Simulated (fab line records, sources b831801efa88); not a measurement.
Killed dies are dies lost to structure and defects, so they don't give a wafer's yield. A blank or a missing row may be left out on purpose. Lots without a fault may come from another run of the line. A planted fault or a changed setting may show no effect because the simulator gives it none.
One fault seen from 2 desks | flow gf180mcu | each desk has only its own numbers; what lay behind them comes last

THE TOOL OWNER'S DESK: implanter-03
The tool's own readings at GF_PSD_IMPLANT_09: means of the sampled wafers that have a number, for each lot that ran on this tool. A lot is out of limits, marked OUT, if its mean lies more than 4 standard deviations from the usual mean; the brackets give that distance.
Columns: A = tilt_deg at GF_PSD_IMPLANT_09, usual 6.998 degrees
lot  | first seen here | A
L156 | day 14 03:55    | 6.987
L162 | day 16 07:22    | 5.756 (-65) OUT
L163 | day 16 22:08    | 5.795 (-63) OUT
L174 | day 20 18:57    | 7.005
L178 | day 22 03:09    | 6.994
L179 | day 22 09:44    | 7.024
This desk's finding: out of limits on L162, L163; first on L162, day 16 07:22 (tilt_deg at GF_PSD_IMPLANT_09). In limits: L156, L174, L178, L179.

THE METROLOGY DESK
What the gauges read, lot by lot, whatever tool the lot ran on: means of the sampled wafers that have a number. A lot is out of limits, marked OUT, if its mean lies more than 4 standard deviations from the usual mean; the brackets give that distance.
Columns: A = HV_LDD_02_OVL at GF_HV_LDD_OVL_MEAS_32, usual 0.1 nm; B = HV_LDD_CVD_54_THK at GF_HV_LDD_THK_MEAS_55, usual 10.00 nm
lot  | first seen here | A    | B
L156 | day 11 10:49    | -1.4 | 10.03
L157 | day 11 23:20    | -0.2 | 9.91
L162 | day 13 11:31    | 1.0  | 10.16
L163 | day 14 03:07    | 0.4  | 10.19
L168 | day 15 15:14    | 0.8  | 9.78
L169 | day 16 00:31    | 0.0  | 9.94
L170 | day 16 04:08    | -2.7 | 9.85
L172 | day 16 18:01    | 1.9  | 9.98
L173 | day 17 04:02    | -0.1 | 9.98
L174 | day 17 14:46    | -2.5 | 9.72
L176 | day 18 03:14    | -0.4 | 10.14
L177 | day 18 11:39    | 1.6  | 9.91
L178 | day 18 22:43    | -1.9 | 10.01
L179 | day 19 05:04    | 1.7  | 9.80
This desk's finding: nothing out of limits on any of the 14 lots.

PUT TOGETHER
The tool owner's desk could have raised an alarm at day 16 07:22, on L162, L163.
The metrology desk saw nothing out of limits.
The metrology desk has L162, L163 on record, within its limits.
Of the lots named, all ran GF_PSD_IMPLANT_09 on implanter-03.

WHAT THE SIMULATOR HAD PUT IN
Process parameter drift: implanter-03, from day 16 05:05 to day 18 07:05, at GF_PSD_IMPLANT_09. Setting tilt_deg, moved by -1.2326, from 7. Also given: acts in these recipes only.
Lots struck among those shown: L162, L163.
Hours from the fault's start to each desk's first reading out of limits: the tool owner's desk, 2.
